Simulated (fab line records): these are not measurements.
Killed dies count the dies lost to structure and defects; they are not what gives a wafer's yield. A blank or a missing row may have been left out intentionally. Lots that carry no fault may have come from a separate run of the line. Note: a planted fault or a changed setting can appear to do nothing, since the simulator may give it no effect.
Which tool is to blame? | flow sky130 | 6 lots, 18 wafers sampled, at 2 steps of a route of 708

WHAT THE GAUGES SHOWED, per wafer
SKY_VT_ADJUST_LVTN_OVL_MEAS_07.
lot  | measured     | on         | VT_ADJUST_LVTN_OVL (nm)
L818 | day 7 01:40  | overlay-02 | -1.3 -1.8 -1.1
L824 | day 9 06:32  | overlay-02 | -0.3 -0.7 0.2
L833 | day 11 19:09 | overlay-01 | -2.0 -2.4 -0.4
L834 | day 12 05:19 | overlay-02 | 0.8 0.6 0.9
L837 | day 12 11:01 | overlay-02 | 0.7 -0.9 0.4
L838 | day 12 22:02 | overlay-02 | -0.9 -0.4 -1.6

WHICH TOOL RAN EACH LOT (tool, then ch and the chambers of the sampled wafers, then the start)
lot  | SKY_VT_ADJUST_LVTN_EXPOSE_04
L818 | iline-stepper-01 ch 0, day 6 16:20
L824 | iline-stepper-02 ch 0, day 8 19:38
L833 | iline-stepper-02 ch 0, day 11 06:41
L834 | iline-stepper-01 ch 0, day 11 18:44
L837 | iline-stepper-01 ch 0, day 11 22:56
L838 | iline-stepper-02 ch 0, day 12 09:26
- SKY_VT_ADJUST_LVTN_EXPOSE_04: exposes mask NWM COMPLEMENT LESS NATIVE, target cd 840 nm.

THE ANSWER, worked out from the rows above alone
Rule: usual is defined by the lots themselves. The widest of any qualifying gaps counts: lots, ordered by their means at a reading, are off when they make up no more than a third of the lots, leave a main group of 4 or more, and stand apart from it by 3 or more times the standard deviation of that group's means. A main group whose means are all the same, to the digits that the tables above print for the reading, isn't used. Also off: a lot with no number at a reading for which 4 or more lots have one. Any other lot the step has rows for is counted as sound.
Nothing can be told from this: no lot is off at any reading shown.

WHAT WAS PUT IN BY THE SIMULATOR
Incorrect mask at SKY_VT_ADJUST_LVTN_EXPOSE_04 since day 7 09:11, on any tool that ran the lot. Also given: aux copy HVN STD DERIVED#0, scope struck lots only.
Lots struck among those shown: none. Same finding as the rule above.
